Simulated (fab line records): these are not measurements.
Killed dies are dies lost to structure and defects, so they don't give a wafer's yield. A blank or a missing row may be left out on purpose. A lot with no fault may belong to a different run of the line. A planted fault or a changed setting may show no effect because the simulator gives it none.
fab line records	flow sky130
[record] lots = 5	wafers = 15	lastDay = 48
route steps=708 shown SONOS_ONO@171 GATE_OXIDE@187 POLY_GATE@204 RES_PROTECT@206 SALICIDE@361 PAD_OPEN@708
lots that met no fault: from a run of the same line without faults
startH: the number of hours between the record's first day and the start of the first shown wafer of the lot	waitH: time in hours since the lot's previous step	" the same as in the row above	L1.1+2: a single row standing in for several wafers	- no value, or no start was given	* or withheld: withheld	< > ~ a bound
route shown NAME@n: a module of which the file shows steps, and the number in the route of the first	usual: the fault-free wafers' mean and standard deviation	same: alike in all rows	chamber/n: place in a boat	sites: the reading at each site	_std_site: the standard deviation of these	_edge_site: the outer-site mean with the inner-site mean subtracted	radiusMm: how far each site lies from the wafer's centre	mask NAME#n: copy n	behind: the last tool/chamber to shape the wafer	hold: reason for holding the lot/hours on hold/outcome of the hold	device: which transistor (n, p or np) failed to switch	end of line: the tests these same wafers got at the end of their route	for a step that has no rows: nothing shown but its recipe	killed: count of dies lost to structure and defects at first sort (not the wafer's yield)	map: a wafer's dies, x killed, . not, _ none there
set.NAME: the setting that was run; set.NAME@STEP: the one run at that earlier step	model.NAME: the simulator's own value behind a step, which no gauge read
lots seen at some steps along the route; tables by step, rows by wafer
services: a tool's chamber out of use, with start hour (startH, from the record's first day; less than 0 if before it), hours out, and reason
[[steps]]
[step SKY_SONOS_ONO_THK_MEAS_03]
[recipe] reads = Si3N4_of_SONOS_ONO_CVD_02
[usual] SONOS_ONO_CVD_02_THK = 10.50/0.13
lot.wafer	tool	chamber	startH	waitH	SONOS_ONO_CVD_02_THK[nm]
L506.1	filmMetro-03	-	280.45	0.0	10.69
L506.2	"	-	"	"	10.67
L506.6	"	-	"	"	10.50
L509.2	filmMetro-02	-	296.53	0.0	10.65
L509.4	"	-	"	"	10.56
L509.5	"	-	"	"	10.51
L510.1	filmMetro-02	-	305.82	0.0	10.43
L510.2	"	-	"	"	10.34
L510.4	"	-	"	"	10.31
L512.1	filmMetro-01	-	313.66	0.0	10.47
L512.3	"	-	"	"	10.31
L512.6	"	-	"	"	10.49
L517.1	filmMetro-03	-	354.53	0.0	10.50
L517.5	"	-	"	"	10.47
L517.6	"	-	"	"	10.61
[step SKY_SONOS_ONO_CVD_04]
[recipe] material = SiO2	precursor = SiH4/N2O	targetThkNm = 5.7199	tempC = 900	pressureMtorr = 400
[step SKY_SONOS_ONO_THK_MEAS_05]
[recipe] reads = SiO2_of_SONOS_ONO_CVD_04
[usual] SONOS_ONO_CVD_04_THK = 5.73/0.13
lot.wafer	tool	chamber	startH	waitH	SONOS_ONO_CVD_04_THK[nm]
L506.1	filmMetro-02	-	281.76	0.0	5.47
L506.2	"	-	"	"	5.49
L506.6	"	-	"	"	5.38
L509.2	filmMetro-02	-	297.84	0.0	5.81
L509.4	"	-	"	"	5.75
L509.5	"	-	"	"	5.70
L510.1	filmMetro-02	-	307.13	0.0	5.83
L510.2	"	-	"	"	5.79
L510.4	"	-	"	"	5.81
L512.1	filmMetro-02	-	314.97	0.0	5.79
L512.3	"	-	"	"	5.73
L512.6	"	-	"	"	5.72
L517.1	filmMetro-01	-	355.84	0.0	5.90
L517.5	"	-	"	"	5.94
L517.6	"	-	"	"	5.81
[step SKY_SONOS_ONO_DEHYDRATE_06]
[recipe] tempC = 200	timeS = 60
[step SKY_SONOS_ONO_HMDS_07]
[recipe] primeTimeS = 60	primeTempC = 120
[step SKY_SONOS_ONO_COAT_08]
[recipe] resist = NOVOLAK	spinRpm = 3000	resistThkNm = 1140
[step SKY_SONOS_ONO_SOFTBAKE_09]
[recipe] tempC = 90	timeS = 60	resist = NOVOLAK
[step SKY_SONOS_ONO_EXPOSE_10]
[recipe] maskId = ONOM	targetCdNm = 410	na = 0.6	sourceShape = conventional	sigmaOuter = 0.6	doseMj = 150
[step SKY_SONOS_ONO_PEB_11]
[recipe] tempC = withheld	timeS = *	resist = NOVOLAK
[step SKY_SONOS_ONO_DEVELOP_12]
[recipe] developTimeS = 60	devTempC = 23
[step SKY_SONOS_ONO_CD_MEAS_13]
[recipe] targetCdNm = 410
[usual] cdNm = 409.5/2.2
lot.wafer	tool	chamber	startH	waitH	cdNm
L506.1	cdSem-01	-	304.78	0.1	410.4
L506.2	"	-	"	"	411.8
L506.6	"	-	"	"	413.6
L509.2	cdSem-01	-	321.91	0.1	408.0
L509.4	"	-	"	"	406.6
L509.5	"	-	"	"	408.1
L510.1	cdSem-02	-	332.89	0.1	410.1
L510.2	"	-	"	"	409.4
L510.4	"	-	"	"	410.1
L512.1	cdSem-01	-	340.69	0.1	410.1
L512.3	"	-	"	"	410.9
L512.6	"	-	"	"	411.7
L517.1	cdSem-02	-	383.83	0.1	411.1
L517.5	"	-	"	"	406.1
L517.6	"	-	"	"	410.9
[step SKY_SONOS_ONO_OVL_MEAS_14]
[usual] SONOS_ONO_OVL = 0.2/1.2
lot.wafer	tool	chamber	startH	waitH	SONOS_ONO_OVL[nm]
L506.1	overlay-01	-	304.90	0.1	1.4
L506.2	"	-	"	"	1.3
L506.6	"	-	"	"	-1.6
L509.2	overlay-02	-	322.02	0.1	0.1
L509.4	"	-	"	"	-2.7
L509.5	"	-	"	"	-1.0
L510.1	overlay-02	-	333.01	0.1	-1.0
L510.2	"	-	"	"	-1.1
L510.4	"	-	"	"	-0.5
L512.1	overlay-01	-	340.81	0.1	1.6
L512.3	"	-	"	"	2.0
L512.6	"	-	"	"	-0.5
L517.1	overlay-01	-	383.95	0.1	1.1
L517.5	"	-	"	"	-0.6
L517.6	"	-	"	"	0.5
[step SKY_SONOS_ONO_ETCH_15]
[recipe] targetDepthNm = 19.52	chemistry = CHF3/O2	sourceW = 600	biasW = 200	pressureMtorr = 40	chf3FlowSccm = 50	O2_flow_sccm = 5	timeS = 7.8
[usual] drypumpMotorCurrentA = 5.7/0.43	oesProductAu = 0.995/0.012	throttleValvePct = 8.824/0.0091
lot.wafer	tool	chamber	startH	waitH	drypumpMotorCurrentA	oesProductAu	rfHoursCounterH	throttleValvePct	model.SONOS_ONO.featureDepthNm	model.etch.depthNm	model.NOVOLAK_of_SONOS_ONO_COAT_08.thkNm
L506.1	rieDiel-03	1	304.93	0.0	5.9	0.984	58	8.815	19.05	19.05	1121
L506.2	"	3	"	"	5.6	0.993	92	8.817	19.44	19.44	1122
L506.6	"	1	"	"	5.9	0.983	-	8.825	18.97	18.97	1125
L509.2	rieDiel-01	0	322.05	0.0	6.4	1.007	7	8.836	19.8	19.8	1121
L509.4	"	0	"	"	6.4	1.014	-	8.818	19.97	19.97	1124
L509.5	"	3	"	"	5.4	1.004	-	8.841	19.37	19.37	1121
L510.1	rieDiel-01	3	333.05	0.0	5.4	0.982	2	8.806	19.19	19.19	1126
L510.2	"	1	"	"	5.6	1.009	115	8.827	19.86	19.86	1125
L510.4	"	0	"	"	6.3	1.007	7	8.824	19.7	19.7	1121
L512.1	rieDiel-03	2	340.85	0.0	5.7	0.994	1	8.801	19.33	19.33	1124
L512.3	"	1	"	"	5.9	0.976	59	8.834	18.75	18.75	1126
L512.6	"	1	"	"	5.9	0.979	-	8.820	18.77	18.77	1129
L517.1	rieDiel-01	3	383.98	0.0	5.3	0.992	3	8.816	7.178	7.178	1133
L517.5	"	0	"	"	6.4	1.010	-	8.843	19.74	19.74	1122
L517.6	"	1	"	"	5.6	0.985	-	8.826	19.14	19.14	1121
[step SKY_SONOS_ONO_WET_ETCH_16]
[recipe] chemistry = dHF	targetDepthNm = 14	dry = n2Spin	target = SiO2	dilution = 100:1	tempC = 25	timeS = 280
[step SKY_SONOS_ONO_STRIP_17]
[recipe] chemistry = O2/N2	powerW = 1400	pressureMtorr = 1500	platenTempC = withheld	o2FlowSccm = 3000	n2FlowSccm = 300	overashFraction = 0.5
[usual] drypumpMotorCurrentA = 5.55/0.18	oesProductAu = 0.710/0.0045	stripTimeToEndpointS = 14.11/0.041
lot.wafer	tool	chamber	startH	waitH	drypumpMotorCurrentA	oesProductAu	rfHoursCounterH	stripTimeToEndpointS
L506.1	plasmaAsher-04	1	305.04	0.0	5.46	0.708	18	14.07
L506.2	"	0	"	"	5.68	0.710	18	14.09
L506.6	"	1	"	"	5.45	0.705	-	14.11
L509.2	plasmaAsher-01	1	322.16	0.0	5.98	0.707	65	14.05
L509.4	"	0	"	"	5.45	0.712	-	14.10
L509.5	"	0	"	"	5.45	0.706	-	14.07
L510.1	plasmaAsher-02	1	333.16	0.0	5.61	0.700	51	14.13
L510.2	"	0	"	"	5.33	0.709	51	14.11
L510.4	"	1	"	"	5.60	0.701	-	14.08
L512.1	plasmaAsher-01	0	340.96	0.0	5.46	0.705	68	14.09
L512.3	"	0	"	"	5.46	0.703	-	14.12
L512.6	"	0	"	"	5.44	0.705	-	14.16
L517.1	plasmaAsher-02	0	384.09	0.0	5.36	0.707	56	14.21
L517.5	"	0	"	"	5.36	0.714	-	14.09
L517.6	"	1	"	"	5.60	0.711	-	14.07
[step SKY_SONOS_ONO_WET_ETCH_18]
[recipe] chemistry = H3PO4	targetDepthNm = 15	target = Si3N4	tempC = 160	timeS = 172
[step SKY_GATE_OXIDE_CLEAN_00]
[recipe] chemistry = SC1/SC2	mix = 1:4:20	tempC = 70	timeS = 150	dry = n2Spin
[step SKY_GATE_OXIDE_OXIDATION_01]
[recipe] tempC = 900	ambient = O2	stabiliseS = 600	purgeS = 300	targetThkA = 102.68	oxTimeS = 1473
[step SKY_GATE_OXIDE_THK_MEAS_02]
[recipe] reads = SiO2_of_GATE_OXIDE_OXIDATION_01
[usual] GATE_OXIDE_OXIDATION_00_THK = 10.20/0.19
lot.wafer	tool	chamber	startH	waitH	GATE_OXIDE_OXIDATION_00_THK[nm]
L506.1	filmMetro-01	-	308.90	0.0	10.65
L506.2	"	-	"	"	10.47
L506.6	"	-	"	"	10.65
L509.2	filmMetro-04	-	323.78	0.0	10.34
L509.4	"	-	"	"	10.26
L509.5	"	-	"	"	10.17
L510.1	filmMetro-01	-	334.77	0.0	10.17
L510.2	"	-	"	"	10.25
L510.4	"	-	"	"	10.14
L512.1	filmMetro-02	-	343.14	0.0	10.22
L512.3	"	-	"	"	10.08
L512.6	"	-	"	"	10.17
L517.1	filmMetro-01	-	386.60	0.0	10.33
L517.5	"	-	"	"	10.47
L517.6	"	-	"	"	10.35
[step SKY_GATE_OXIDE_DEHYDRATE_03]
[recipe] tempC = 200	timeS = 60
[step SKY_GATE_OXIDE_HMDS_04]
[recipe] primeTimeS = 60	primeTempC = 120
[step SKY_GATE_OXIDE_COAT_05]
[recipe] resist = NOVOLAK	spinRpm = 3000	resistThkNm = 1140
[step SKY_GATE_OXIDE_SOFTBAKE_06]
[recipe] tempC = 90	timeS = 60	resist = NOVOLAK
[step SKY_GATE_OXIDE_EXPOSE_07]
[recipe] maskId = LVOM	na = 0.6	sourceShape = conventional	sigmaOuter = 0.6	polarization = unpolarized	targetCdNm = 600	doseMj = 170
[step SKY_GATE_OXIDE_PEB_08]
[recipe] tempC = withheld	timeS = *	resist = NOVOLAK
[step SKY_GATE_OXIDE_DEVELOP_09]
[recipe] resist = NOVOLAK	developer = TMAH	developTimeS = 60	devTempC = 23
[step SKY_GATE_OXIDE_OVL_MEAS_10]
[usual] GATE_OXIDE_OVL = 0.2/1.3
lot.wafer	tool	chamber	startH	waitH	GATE_OXIDE_OVL[nm]
L506.1	overlay-02	-	335.19	0.1	0.6
L506.2	"	-	"	"	0.0
L506.6	"	-	"	"	2.9
L509.2	overlay-01	-	350.70	0.1	-1.1
L509.4	"	-	"	"	1.4
L509.5	"	-	"	"	0.4
L510.1	overlay-01	-	361.99	0.1	-0.3
L510.2	"	-	"	"	-0.5
L510.4	"	-	"	"	-0.4
L512.1	overlay-01	-	371.07	0.1	-1.7
L512.3	"	-	"	"	0.8
L512.6	"	-	"	"	0.4
L517.1	overlay-01	-	416.09	0.1	-1.6
L517.5	"	-	"	"	-2.1
L517.6	"	-	"	"	-1.2
[step SKY_GATE_OXIDE_IMPLANT_11]
[recipe] species = B	energyKev = 10	doseCm2 = 2.6e+12	tiltDeg = withheld
[step SKY_GATE_OXIDE_WET_ETCH_12]
[recipe] chemistry = dHF	targetDepthNm = 16.8	dry = n2Spin	target = SiO2	dilution = 100:1	tempC = 25	timeS = 336
[step SKY_GATE_OXIDE_STRIP_13]
[recipe] chemistry = O2/N2	powerW = 1400	pressureMtorr = 1500	platenTempC = withheld	o2FlowSccm = 3000	n2FlowSccm = 300	overashFraction = 0.5
[usual] drypumpMotorCurrentA = 5.67/0.21	oesProductAu = 0.716/0.0046	stripTimeToEndpointS = 14.19/0.034
lot.wafer	tool	chamber	startH	waitH	drypumpMotorCurrentA	oesProductAu	rfHoursCounterH	stripTimeToEndpointS
L506.1	plasmaAsher-01	0	335.49	0.0	5.47	0.723	67	14.18
L506.2	"	1	"	"	5.95	0.720	67	14.18
L506.6	"	1	"	"	6.00	0.715	-	14.19
L509.2	plasmaAsher-01	0	350.98	0.0	5.47	0.707	69	14.16
L509.4	"	1	"	"	5.98	0.715	-	14.19
L509.5	"	0	"	"	5.46	0.722	-	14.15
L510.1	plasmaAsher-04	1	362.28	0.0	5.43	0.716	25	14.21
L510.2	"	0	"	"	5.69	0.712	25	14.20
L510.4	"	0	"	"	5.69	0.720	-	14.17
L512.1	plasmaAsher-01	0	371.37	0.0	5.46	0.726	71	14.24
L512.3	"	1	"	"	5.97	0.723	-	14.22
L512.6	"	0	"	"	5.46	0.712	-	14.24
L517.1	plasmaAsher-01	0	416.38	0.0	5.45	0.723	76	14.17
L517.5	"	0	"	"	5.44	0.724	-	14.13
L517.6	"	1	"	"	5.97	0.714	-	14.15
[step SKY_GATE_OXIDE_TW_MEAS_14]
[usual] GATE_OXIDE_TW = 225.8/2.1
lot.wafer	tool	chamber	startH	waitH	GATE_OXIDE_TW
L506.1	filmMetro-02	-	335.59	0.1	224.2
L506.2	"	-	"	"	224.7
L506.6	"	-	"	"	224.2
L509.2	filmMetro-02	-	351.09	0.1	221.7
L509.4	"	-	"	"	220.8
L509.5	"	-	"	"	222.3
L510.1	filmMetro-01	-	362.38	0.1	227.0
L510.2	"	-	"	"	226.4
L510.4	"	-	"	"	226.6
L512.1	filmMetro-04	-	371.47	0.1	226.9
L512.3	"	-	"	"	226.5
L512.6	"	-	"	"	227.5
L517.1	filmMetro-04	-	416.48	0.1	226.2
L517.5	"	-	"	"	227.7
L517.6	"	-	"	"	228.2
[step SKY_GATE_OXIDE_CLEAN_15]
[recipe] chemistry = SC1/SC2	mix = 1:4:20	tempC = 70	timeS = 150	dry = n2Spin
[step SKY_GATE_OXIDE_OXIDATION_16]
[recipe] tempC = 800	ambient = O2	idleTempC = 700	rampUpCPerMin = 10	rampDownCPerMin = 3	stabiliseS = 600	purgeS = 300	targetThkA = 35.7	oxTimeS = 1915
[step SKY_POLY_GATE_CVD_00]
[recipe] material = poly-Si	targetThkNm = 180	tempC = 620	timeS = 720	pressureMtorr = 200
[step SKY_POLY_GATE_THK_MEAS_01]
[recipe] reads = poly-Si_of_POLY_GATE_CVD_00
[usual] POLY_GATE_CVD_00_THK = 180.3/1.6
lot.wafer	tool	chamber	startH	waitH	POLY_GATE_CVD_00_THK[nm]
L506.1	filmMetro-04	-	340.13	0.0	180.2
L506.2	"	-	"	"	178.9
L506.6	"	-	"	"	178.7
L509.2	filmMetro-02	-	354.97	0.0	181.5
L509.4	"	-	"	"	180.7
L509.5	"	-	"	"	182.1
L510.1	filmMetro-04	-	365.22	0.0	178.9
L510.2	"	-	"	"	177.9
L510.4	"	-	"	"	178.8
L512.1	filmMetro-02	-	376.71	0.0	179.3
L512.3	"	-	"	"	179.4
L512.6	"	-	"	"	177.7
L517.1	filmMetro-02	-	420.15	0.0	178.4
L517.5	"	-	"	"	179.0
L517.6	"	-	"	"	178.9
[step SKY_RES_PROTECT_DEHYDRATE_00]
[recipe] tempC = 200	timeS = 60
[step SKY_RES_PROTECT_HMDS_01]
[recipe] primeTimeS = 60	primeTempC = 120
[step SKY_RES_PROTECT_COAT_02]
[recipe] resist = NOVOLAK	spinRpm = 3000	resistThkNm = 1140
[step SKY_RES_PROTECT_SOFTBAKE_03]
[recipe] tempC = 90	timeS = 60	resist = NOVOLAK
[step SKY_RES_PROTECT_EXPOSE_04]
[recipe] maskId = RPM	na = 0.6	sourceShape = conventional	sigmaOuter = 0.6	polarization = unpolarized	targetCdNm = 1270	doseMj = 131
[step SKY_RES_PROTECT_PEB_05]
[recipe] tempC = withheld	timeS = *	resist = NOVOLAK
[step SKY_RES_PROTECT_DEVELOP_06]
[recipe] resist = NOVOLAK	developer = TMAH	developTimeS = 60	devTempC = 23
[step SKY_SALICIDE_CLEAN_00]
[recipe] chemistry = HF-last	timeS = 30	dilution = 100:1	dry = ipaMarangoni
lot.wafer	tool	chamber	startH	waitH	model.SiO2_of_FIELD_ISO_CVD_24.thkNm
L506.1	wetBench-01	1	673.59	0.1	359.8
L506.2	"	1	"	"	359.7
L506.6	"	1	"	"	359.4
L509.2	wetBench-01	0	693.68	0.1	359.5
L509.4	"	0	"	"	357.6
L509.5	"	0	"	"	359.9
L510.1	wetBench-04	1	698.88	0.1	359.9
L510.2	"	1	"	"	360.2
L510.4	"	1	"	"	358.4
L512.1	wetBench-04	2	707.67	0.1	359.6
L512.3	"	2	"	"	360.3
L512.6	"	2	"	"	359
L517.1	wetBench-01	3	749.84	0.1	360.1
L517.5	"	3	"	"	358.8
L517.6	"	3	"	"	358.5
[step SKY_PAD_OPEN_PROBE_99]
[usual] killed_at_M0_to_M3 = 43/6.5	killed_at_M4_up = 3.2/1.8	killedAtContacts = 26/5.2	killedAtFrontEnd = 16/4.8	killedAtOther = 0.3/0.6	killedDies = 89/9.6	killedOpen = 48/7.1	killedShort = 40/6.4
[same] grossDies = 492	killedAtBackSide = 0
lot.wafer	tool	chamber	startH	waitH	killed_at_M0_to_M3	killed_at_M4_up	killedAtContacts	killedAtFrontEnd	killedAtOther	killedDies	killedOpen	killedShort	model.etest.nfet_16v.rOnOhmUm	model.etest.pfet_16v.rOnOhmUm	model.etest.pfetG5v0d10v5.rOnOhmUm	model.etest.nfetG5v0d10v5.rOnOhmUm	model.etest.nfetG5v0d10v5.driveUaUm	model.etest.tipSonos.rsOhmSq	model.etest.nfet_05v0_nvt.driveUaUm	model.etest.nfet_16v.driveUaUm
L506.1	prober-02	-	1093.28	0.1	55	5	29	17	0	106	58	48	1.413e+04	1.548e+04	4875	1912	591.5	2794	564.4	215.8
L506.2	prober-02	-	1093.33	0.1	40	2	25	8	1	76	41	34	1.388e+04	1.508e+04	4859	1907	588.1	2745	564	220
L506.6	prober-02	-	1093.53	0.2	37	2	25	22	1	87	44	42	1.419e+04	1.557e+04	4885	1916	584.3	2786	557.7	213.7
L509.2	prober-02	-	1109.20	0.1	42	2	23	17	0	84	56	27	1.418e+04	1.501e+04	4835	1924	594.4	2694	565	217.2
L509.4	prober-02	-	1109.30	0.2	38	5	29	13	1	86	52	33	1.422e+04	1.531e+04	4802	1909	597.8	2662	569.6	218.4
L509.5	prober-02	-	1109.35	0.2	38	1	29	18	0	86	50	35	1.424e+04	1.516e+04	4813	1919	598.4	2619	573	218.5
L510.1	prober-02	-	1115.99	0.1	32	3	22	10	0	67	38	29	1.395e+04	1.55e+04	4793	1902	598.3	2644	574.2	221.9
L510.2	prober-02	-	1116.04	0.1	48	4	24	24	0	100	50	50	1.4e+04	1.528e+04	4723	1876	601	2688	570.4	224.2
L510.4	prober-02	-	1116.14	0.2	47	0	18	11	0	76	35	41	1.393e+04	1.571e+04	4718	1864	613.1	2668	578	224.8
L512.1	prober-01	-	1119.24	0.1	47	5	18	23	0	93	47	46	1.404e+04	1.544e+04	4783	1866	606.3	2729	571.5	220.9
L512.3	prober-01	-	1119.34	0.2	36	5	31	15	1	88	48	39	1.398e+04	1.539e+04	4811	1889	607.2	2703	579.1	223.2
L512.6	prober-01	-	1119.49	0.2	32	3	26	19	0	80	42	37	1.412e+04	1.533e+04	4732	1901	608	2710	572.8	219.3
L517.1	prober-02	-	1151.74	0.1	40	3	33	25	0	101	54	45	1.812e+04	1.609e+04	5433	2518	389.2	2831	415.6	127.8
L517.5	prober-02	-	1151.94	0.2	42	5	32	17	0	96	50	44	1.432e+04	1.545e+04	4733	1895	587.2	2701	559.8	214
L517.6	prober-02	-	1151.99	0.2	34	4	30	29	1	98	51	44	1.423e+04	1.492e+04	4741	1895	592.3	2681	567.1	217.6
// killed by level:class
L506.1 LI_CONTACT:geometricParticle:open=15 VIA1:geometricParticle:open=11 METAL2:geometricParticle:short=10 VIA1:geometricParticle:short=9 VIA2:geometricParticle:open=8 CONTACT:geometricParticle:open=6 POLY_GATE:geometricParticle:short=4 METAL3:geometricParticle:short=4
L506.2 CONTACT:geometricParticle:open=9 VIA1:geometricParticle:open=7 LI_CONTACT:geometricParticle:open=7 VIA2:geometricParticle:open=7 CONTACT:geometricParticle:short=6 METAL1:geometricParticle:short=5 VIA1:geometricParticle:short=5 METAL2:geometricParticle:short=4
L506.6 CONTACT:geometricParticle:open=9 VIA1:geometricParticle:open=8 POLY_GATE:geometricParticle:short=7 CONTACT:geometricParticle:short=7 VIA3:geometricParticle:open=7 VIA2:geometricParticle:open=7 FIELD_ISO:geometricParticle:short=5 LI_CONTACT:geometricParticle:short=4
L509.2 CONTACT:geometricParticle:open=10 VIA1:geometricParticle:open=10 VIA3:geometricParticle:open=10 LI_CONTACT:geometricParticle:open=9 FIELD_ISO:geometricParticle:short=5 VIA3:geometricParticle:short=5 VIA2:geometricParticle:open=5 SPACER:geometricParticle:open=3
L509.4 CONTACT:geometricParticle:open=15 VIA1:geometricParticle:open=13 LI_CONTACT:geometricParticle:open=8 METAL1:geometricParticle:short=6 POLY_GATE:geometricParticle:short=4 LI_CONTACT:geometricParticle:short=4 VIA1:geometricParticle:short=4 METAL4:geometricParticle:short=4
L509.5 CONTACT:geometricParticle:open=13 VIA1:geometricParticle:open=12 METAL1:geometricParticle:short=6 CONTACT:geometricParticle:short=6 VIA3:geometricParticle:open=6 LOCAL_INTERCONNECT:geometricParticle:short=5 FIELD_ISO:geometricParticle:open=4 SPACER:geometricParticle:open=3
L510.1 VIA1:geometricParticle:open=13 CONTACT:geometricParticle:open=10 VIA1:geometricParticle:short=5 LI_CONTACT:geometricParticle:open=4 METAL2:geometricParticle:short=4 FIELD_ISO:geometricParticle:open=3 LI_CONTACT:geometricParticle:short=3 CONTACT:geometricParticle:short=3
L510.2 VIA1:geometricParticle:open=9 VIA2:geometricParticle:open=8 VIA3:geometricParticle:open=8 VIA2:geometricParticle:short=7 METAL2:geometricParticle:short=7 FIELD_ISO:geometricParticle:open=6 POLY_GATE:geometricParticle:short=6 CONTACT:geometricParticle:open=6
L510.4 VIA2:geometricParticle:open=10 LI_CONTACT:geometricParticle:short=7 VIA2:geometricParticle:short=6 CONTACT:geometricParticle:open=6 VIA1:geometricParticle:open=6 METAL2:geometricParticle:short=6 VIA1:geometricParticle:short=5 METAL3:geometricParticle:short=4
L512.1 CONTACT:geometricParticle:open=9 METAL1:geometricParticle:short=8 FIELD_ISO:geometricParticle:open=7 VIA3:geometricParticle:open=7 VIA1:geometricParticle:short=7 VIA1:geometricParticle:open=7 FIELD_ISO:geometricParticle:short=6 VIA2:geometricParticle:open=6
L512.3 CONTACT:geometricParticle:open=11 VIA2:geometricParticle:open=8 LI_CONTACT:geometricParticle:open=7 VIA3:geometricParticle:open=6 LOCAL_INTERCONNECT:geometricParticle:short=5 CONTACT:geometricParticle:short=5 VIA1:geometricParticle:open=5 POLY_GATE:geometricParticle:short=4
L512.6 LI_CONTACT:geometricParticle:open=8 CONTACT:geometricParticle:open=7 FIELD_ISO:geometricParticle:open=6 FIELD_ISO:geometricParticle:short=5 METAL2:geometricParticle:short=5 METAL1:geometricParticle:short=5 METAL1:geometricParticle:open=4 LOCAL_INTERCONNECT:geometricParticle:short=4
L517.1 CONTACT:geometricParticle:open=10 FIELD_ISO:geometricParticle:open=9 LOCAL_INTERCONNECT:geometricParticle:short=8 CONTACT:geometricParticle:short=7 VIA3:geometricParticle:open=7 VIA1:geometricParticle:open=6 POLY_GATE:geometricParticle:short=5 POLY_GATE:geometricParticle:open=5
L517.5 METAL2:geometricParticle:short=12 LI_CONTACT:geometricParticle:open=12 VIA1:geometricParticle:open=11 CONTACT:geometricParticle:open=8 LOCAL_INTERCONNECT:geometricParticle:short=5 FIELD_ISO:geometricParticle:open=4 POLY_GATE:geometricParticle:open=4 VIA1:geometricParticle:short=4
L517.6 CONTACT:geometricParticle:open=14 CONTACT:geometricParticle:short=9 FIELD_ISO:geometricParticle:open=8 FIELD_ISO:geometricParticle:short=7 POLY_GATE:geometricParticle:open=7 VIA3:geometricParticle:open=6 METAL1:geometricParticle:short=6 VIA2:geometricParticle:open=5
[[services]]
tool	chamber	startH	hours	kind
rieDiel-01	-	296.42	2.8	pm
rieDiel-01	2	316.16	9.1	repair
plasmaAsher-02	-	335.01	0.8	repair
rieDiel-01	3	349.52	2.0	repair
wetBench-04	-	365.98	2.8	repair
rieDiel-03	-	382.92	0.8	repair
wetBench-04	-	421.92	3.1	repair
plasmaAsher-02	-	444.88	4.1	repair
plasmaAsher-02	-	461.16	4.0	repair
wetBench-01	-	482.38	1.6	repair
plasmaAsher-01	-	495.65	0.6	repair
plasmaAsher-01	-	501.15	10.0	pm
plasmaAsher-04	-	507.72	1.7	repair
wetBench-01	-	539.30	2.0	repair
plasmaAsher-04	-	540.73	5.8	repair
rieDiel-01	1	586.34	2.9	repair
rieDiel-01	1	597.52	25.1	repair
rieDiel-01	-	615.23	10.0	pm
plasmaAsher-01	-	631.76	2.6	repair
rieDiel-01	1	649.04	7.6	repair
plasmaAsher-01	-	675.36	2.1	repair
rieDiel-01	-	703.12	1.1	repair
rieDiel-01	2	732.04	2.0	repair
plasmaAsher-01	-	733.75	9.0	pm
[[key]]
firstSign none at tools or gauges
[modelEffect] step = SKY_SONOS_ONO_ETCH_15	value = SONOS_ONO.featureDepthNm	without = 19.33	struck = 7.178
[modelEffect] step = SKY_SALICIDE_CLEAN_00	value = SiO2_of_FIELD_ISO_CVD_24.thkNm	without = 358	struck = 360.1
[modelEffect] step = SKY_PAD_OPEN_PROBE_99	value = etest.nfet_16v.rOnOhmUm	without = 1.433e+04	struck = 1.812e+04
metAt SKY_SONOS_ONO_ETCH_15
struckWafers L517.1
testerLeftOut L517
onsetBetween 333.05 383.98
[fault] kind = processParameterDrift	tool = rieDiel-01	chamber = -	onsetH = 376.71	steps = SKY_SONOS_ONO_ETCH_15	channel = timeS	offset = *	shape = step	endH = 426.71	scope = struckWafersOnly	actsIn = *	stated = *
// testerLeftOut: of these lots the tester's yield and bins aren't shown, on N5 and GAA mostly nor the transistor test; their killed dies are dies lost to structure and defects alone, not to doping, threshold or leakage, so they don't give the yield
